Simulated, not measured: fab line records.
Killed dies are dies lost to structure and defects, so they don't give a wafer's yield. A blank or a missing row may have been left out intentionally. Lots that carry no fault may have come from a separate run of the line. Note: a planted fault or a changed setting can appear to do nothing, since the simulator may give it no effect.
Code-filled problem report in 8D (eight disciplines) form	flow gf180mcu	the parts of the form that need people (team, actions taken, sign-off) are left out

1. PROBLEM STATEMENT
time to endpoint s at GF_V1_CMP_04 reads a mean of 17 s on 1 wafer of 1 lot; wafers without a fault read 80 s with a standard deviation of 4.6. That puts it -14 standard deviations away from the usual mean.
The step: polishes SiO2.
First seen on wafer L626.3, day 20 20:25, on cmp-01. At this step, 36 wafers from 12 lots have a number in the record. Rule for "out", or "out of limits": more than 4 standard deviations from the usual mean. The rest of the wafers with a number are treated as sound.

2. WHAT THIS IS AND IS NOT
question	is	is not
which readings at this step	time to endpoint s	motor current A
which lots	L626	L617, L618, L619, L620, L621, L624, L625, L629, L638, L639, L640
which wafers of those lots	L626.3	L626.5, L626.6
read on which tools	cmp-01	cmp-02
when	from day 20 20:25	up to then (23 sound wafers); but 12 sound wafers of L629, L638, L639, L640 came after

3. WHAT RULES OUT EACH SUSPECT
Counting: if a tool at a process step up to the reading ran every lot that is out, it stays a suspect. Sound lots after the first of them don't rule it out here, since some wafers of a struck lot are sound.
- cmp-01 at GF_V1_CMP_04 (polishes SiO2): kept. L626, the lot that is out, went through it at day 20 20:25; up to then, the latest sound lot through it was L625 at day 20 08:37. Its own readings are out on those wafers: time to endpoint s.
- At GF_V1_CMP_04, inside cmp-01: chamber 0 took the wafers that are out, while their sound lot-mates went through chambers 2, 3.
Left after counting: cmp-01 at GF_V1_CMP_04.

4. THE CAUSE (what the simulator had put in)
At GF_V1_CMP_04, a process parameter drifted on cmp-01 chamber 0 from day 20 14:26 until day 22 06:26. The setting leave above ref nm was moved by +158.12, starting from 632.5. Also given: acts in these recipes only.
This tool alone remained once counting was done.

5. THE EFFECT CHAIN, in route order
Each row: a reading where the mean over the struck wafers with a number is more than 3 standard deviations away from the usual. Only readings whose record carries a usual standard deviation are examined. hours: median over the lots of the time between each lot's start at the first step of this table that gives one and its start at this step. sigmas: the change, counted in usual standard deviations.
hours	step	reading	usual	on struck wafers	change	sigmas
0	GF_V1_CMP_04	time to endpoint s	80 s	17	-63	-14
-	GF_V1_ETCH_17	oes product au	0.855 a.u.	0.968	+0.113	+26
267	GF_PASSIVATION_PROBE_99	defect limited yield	90.5 %	69.3	-21.2	-15
267	GF_PASSIVATION_PROBE_99	killed_at_M0_to_M3	20	137	+117	+23
267	GF_PASSIVATION_PROBE_99	killed dies	47	151	+104	+15
267	GF_PASSIVATION_PROBE_99	sort_bin_5_function	5.6 %	26.8	+21.2	+21
267	GF_PASSIVATION_PROBE_99	sort n pass	445	341	-104	-15
267	GF_PASSIVATION_PROBE_99	sort yield pct	90.5 %	69.3	-21.2	-15
It contains these process steps:
- GF_V1_CMP_04: polishes SiO2.
- GF_V1_ETCH_17: etches SiO2 in C4F8/O2/Ar, stops on TiN, target depth 630 nm.
- GF_PASSIVATION_PROBE_99
Later measuring or inspecting steps at which every struck wafer that the step has a row for has a number for every such reading, and none has moved that far: GF_V1_BOW_MEAS_05, GF_V1_OVL_MEAS_15.

6. HOW IT WOULD HAVE BEEN CAUGHT EARLIER
First out-of-limits reading in this record: day 20 20:25, which is 6 hours after fault onset at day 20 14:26.
